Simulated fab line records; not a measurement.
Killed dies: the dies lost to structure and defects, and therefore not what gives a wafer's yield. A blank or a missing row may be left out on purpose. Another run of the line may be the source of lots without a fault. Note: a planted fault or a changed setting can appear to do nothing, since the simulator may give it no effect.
Matching of chambers || flow sky130 || SKY_VIA1_CMP_02 on cmp-02 has 4 sister chambers
The step polishes SiO2. 4 wafers are shown with their chamber, then 9 later ones without.

WAFERS PAIRED WITH THEIR CHAMBERS
{"wafer": "L082.1", "chamber": 2, "motor_current_A (A)": 11.8}
{"wafer": "L081.5", "chamber": 0, "motor_current_A (A)": 10.3}
{"wafer": "L086.2", "chamber": 1, "motor_current_A (A)": 11.2}
{"wafer": "L086.5", "chamber": 3, "motor_current_A (A)": 12.6}

WAFERS WHOSE CHAMBER IS MISSING
{"wafer": "L085.2", "motor_current_A (A)": 12.3}
{"wafer": "L085.3", "motor_current_A (A)": 10.0}
{"wafer": "L085.4", "motor_current_A (A)": 12.0}
{"wafer": "L089.3", "motor_current_A (A)": 12.4}
{"wafer": "L089.4", "motor_current_A (A)": 11.7}
{"wafer": "L089.6", "motor_current_A (A)": 12.6}
{"wafer": "L090.3", "motor_current_A (A)": 12.3}
{"wafer": "L090.4", "motor_current_A (A)": 12.0}
{"wafer": "L090.5", "motor_current_A (A)": 12.2}

WHICH CHAMBER EACH ONE RAN IN
{"wafer": "L085.2", "from the rows above": "can't be placed: 3 or 2", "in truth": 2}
{"wafer": "L085.3", "from the rows above": 0, "in truth": 0}
{"wafer": "L085.4", "from the rows above": "can't be placed: 2 or 3", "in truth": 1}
{"wafer": "L089.3", "from the rows above": "can't be placed: 3 or 2", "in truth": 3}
{"wafer": "L089.4", "from the rows above": "can't be placed: 2 or 1", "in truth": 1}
{"wafer": "L089.6", "from the rows above": 3, "in truth": 3}
{"wafer": "L090.3", "from the rows above": "can't be placed: 3 or 2", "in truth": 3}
{"wafer": "L090.4", "from the rows above": "can't be placed: 2 or 3", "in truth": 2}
{"wafer": "L090.5", "from the rows above": "can't be placed: 2 or 3", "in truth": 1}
Placed correctly: 2 of 9. Unplaceable from these rows: 7, with the true chamber sitting among the candidates in 5. Wrongly placed: 0.
How it was worked out, from the rows above alone: a wafer's distance from a chamber is the root of the sum, over the readings, of the square of ((its reading less the chamber's mean) divided by the reading's scatter). The wafer belongs to the nearest chamber; if the next one is less than 2 further off, it can't be placed. A chamber's mean is the mean of its shown wafers. The scatter (one wafer shown for each chamber): square how far every hidden wafer sits from the nearest shown wafer, average those squares and take the square root.
